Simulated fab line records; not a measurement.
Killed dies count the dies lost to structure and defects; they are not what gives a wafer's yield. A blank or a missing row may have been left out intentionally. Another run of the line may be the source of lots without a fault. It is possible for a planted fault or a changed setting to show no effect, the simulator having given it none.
Chamber matching :: flow sky130 :: cmp-01 running SKY_VIA4_CMP_21: 4 sister chambers
The step polishes, stops on SiO2, t overpolish 25 s, target thk 0 nm. 14 wafers are shown with their chamber, then 7 later ones without.

EACH WAFER AND ITS CHAMBER
wafer: L389.1
chamber: 1
motor_current_A (A): 11.1
time_to_endpoint_s (s): 121

wafer: L389.2
chamber: 2
motor_current_A (A): 8.5
time_to_endpoint_s (s): 118

wafer: L389.3
chamber: 0
motor_current_A (A): 12.1
time_to_endpoint_s (s): 123

wafer: L390.1
chamber: 2
motor_current_A (A): 8.1
time_to_endpoint_s (s): 121

wafer: L390.3
chamber: 1
motor_current_A (A): 11.7
time_to_endpoint_s (s): 115

wafer: L390.6
chamber: 2
motor_current_A (A): 8.3
time_to_endpoint_s (s): 123

wafer: L393.1
chamber: 1
motor_current_A (A): 11.8
time_to_endpoint_s (s): 115

wafer: L393.3
chamber: 3
motor_current_A (A): 10.4
time_to_endpoint_s (s): 121

wafer: L393.6
chamber: 1
motor_current_A (A): 11.4
time_to_endpoint_s (s): 112

wafer: L398.2
chamber: 2
motor_current_A (A): 8.4
time_to_endpoint_s (s): 108

wafer: L398.3
chamber: 0
motor_current_A (A): 11.9
time_to_endpoint_s (s): 110

wafer: L398.4
chamber: 1
motor_current_A (A): 12.1
time_to_endpoint_s (s): 118

wafer: L399.3
chamber: 1
motor_current_A (A): 11.9
time_to_endpoint_s (s): 115

wafer: L399.5
chamber: 3
motor_current_A (A): 11.5
time_to_endpoint_s (s): 111

SIGNATURES, as means of the wafers listed above
reading: motor_current_A
chamber 0: 12.000
chamber 1: 11.667
chamber 2: 8.325
chamber 3: 10.950
scatter within a chamber: 0.37

reading: time_to_endpoint_s
chamber 0: 116.50
chamber 1: 116.00
chamber 2: 117.50
chamber 3: 116.00
scatter within a chamber: 5.62
Rule: distance of a wafer from a chamber = root of the sum over the readings of ((wafer's reading minus chamber's mean) / reading's scatter) squared. The wafer belongs to the nearest chamber; if the next one is less than 2 further off, it can't be placed. How the scatter is found: for the shown wafers, subtract from each reading the mean of its chamber, square and add these, divide the total by (wafers less chambers), then take the root.

WAFERS WITHOUT THEIR CHAMBER
wafer: L399.6
motor_current_A (A): 8.2
time_to_endpoint_s (s): 124

wafer: L401.1
motor_current_A (A): 10.6
time_to_endpoint_s (s): 116

wafer: L401.2
motor_current_A (A): 8.2
time_to_endpoint_s (s): 119

wafer: L401.4
motor_current_A (A): 10.7
time_to_endpoint_s (s): 118

wafer: L403.2
motor_current_A (A): 11.9
time_to_endpoint_s (s): 115

wafer: L403.4
motor_current_A (A): 11.4
time_to_endpoint_s (s): 117

wafer: L403.6
motor_current_A (A): 10.9
time_to_endpoint_s (s): 120

WHICH CHAMBER EACH ONE RAN IN
wafer: L399.6
from the rows above: 2
in truth: 2

wafer: L401.1
from the rows above: can't be placed: 3 or 1
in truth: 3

wafer: L401.2
from the rows above: 2
in truth: 2

wafer: L401.4
from the rows above: can't be placed: 3 or 1
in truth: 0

wafer: L403.2
from the rows above: can't be placed: 0 or 1
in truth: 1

wafer: L403.4
from the rows above: can't be placed: 1 or 3 or 0
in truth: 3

wafer: L403.6
from the rows above: can't be placed: 3 or 1
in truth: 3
2 of 7 placed correctly. Unplaceable from these rows: 5, with the true chamber sitting among the candidates in 4. Placed wrongly: 0.
